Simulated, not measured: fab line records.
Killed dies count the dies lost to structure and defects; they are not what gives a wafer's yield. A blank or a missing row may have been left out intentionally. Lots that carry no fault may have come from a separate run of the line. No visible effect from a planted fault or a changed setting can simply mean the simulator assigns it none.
Which tool is to blame? | flow gf180mcu | 6 lots with 18 wafers sampled at 5 steps, on a route of 602 steps

## WHAT EACH GAUGE READ, for each wafer
GF_PASSIVATION_THK_MEAS_01.
lot  | measured     | on            | PASSIVATION_CVD_00_THK (nm)
L223 | day 28 19:43 | film metro-03 | 971 969 1028
L226 | day 29 21:36 | film metro-01 | 995 1027 992
L230 | day 31 03:05 | film metro-01 | 964 979 990
L233 | day 31 15:55 | film metro-02 | 968 986 1014
L240 | day 33 17:47 | film metro-02 | 1133 1115 1089
L243 | day 34 02:44 | film metro-02 | 1016 1002 977

## TOOL THAT RAN EACH LOT (tool first, then ch and the chambers of the sampled wafers, then the start)
lot  | GF_MIM_METAL_ETCH_19              | GF_V5_SPUTTER_22             | GF_TOP_METAL_SPUTTER_03      | GF_PASSIVATION_CVD_00
L223 | rie metal-02 ch 1, day 26 02:34   | pvd sputter-04, day 27 22:08 | pvd sputter-01, day 27 23:08 | pecvd-01 ch 0,1,2, day 28 19:38
L226 | rie metal-03 ch 0,1, day 27 05:58 | pvd sputter-03, day 29 00:26 | pvd sputter-01, day 29 01:29 | pecvd-02 ch 1,2, day 29 21:28
L230 | rie metal-01 ch 1, day 28 14:52   | pvd sputter-04, day 30 07:06 | pvd sputter-02, day 30 07:54 | pecvd-03 ch 0,1,2, day 31 03:01
L233 | rie metal-03 ch 0,1, day 29 05:07 | pvd sputter-04, day 30 20:47 | pvd sputter-02, day 30 21:35 | pecvd-02 ch 0,1,2, day 31 15:50
L240 | rie metal-02 ch 0,1, day 31 12:04 | pvd sputter-02, day 33 00:18 | pvd sputter-02, day 33 01:06 | pecvd-01 ch 0,1,2, day 33 17:43
L243 | rie metal-03 ch 0,1, day 31 22:40 | pvd sputter-03, day 33 09:42 | pvd sputter-02, day 33 10:30 | pecvd-02 ch 0,1,2, day 34 02:39
- GF_MIM_METAL_ETCH_19: etches the open film in Cl2/BCl3, stops on Si3N4, target depth 324.5 nm, time 54.1 s.
- GF_V5_SPUTTER_22: material TiN, target thk 10 nm, time 40 s.
- GF_TOP_METAL_SPUTTER_03: material Ti, target thk 5 nm, time 3.3 s.
- GF_PASSIVATION_CVD_00: deposits SiO2 from TEOS, target thk 1000 nm, time 111.95 s.

## THE ANSWER, worked out from the rows above alone
Rule: what is usual is taken from the lots themselves. Put in order of their means at a reading, lots are off if they are a third of the lots or fewer, leave a main group of 4 or more, and stand apart from it by a gap of 3 or more times the standard deviation of the main group's means; of several such gaps the widest counts. If all means in a main group match to the digits the tables above print for the reading, that group is not used. Also off: a lot with no number at a reading for which 4 or more lots have one. Any other lot the step has rows for is counted as sound.
Off: L240, at GF_PASSIVATION_THK_MEAS_01 (PASSIVATION_CVD_00_THK). The main group has a mean of 992 nm with a standard deviation of 9.2.
A tool fits if, at a process step before that reading, it ran every lot that is off, and no sound lot after the first of them. The gauges at GF_PASSIVATION_THK_MEAS_01 are tried like those tools. Can't be told from this: 3 tools fit, rie metal-02 at GF_MIM_METAL_ETCH_19, pvd sputter-02 at GF_V5_SPUTTER_22, pecvd-01 at GF_PASSIVATION_CVD_00.

## WHAT WAS PUT IN BY THE SIMULATOR
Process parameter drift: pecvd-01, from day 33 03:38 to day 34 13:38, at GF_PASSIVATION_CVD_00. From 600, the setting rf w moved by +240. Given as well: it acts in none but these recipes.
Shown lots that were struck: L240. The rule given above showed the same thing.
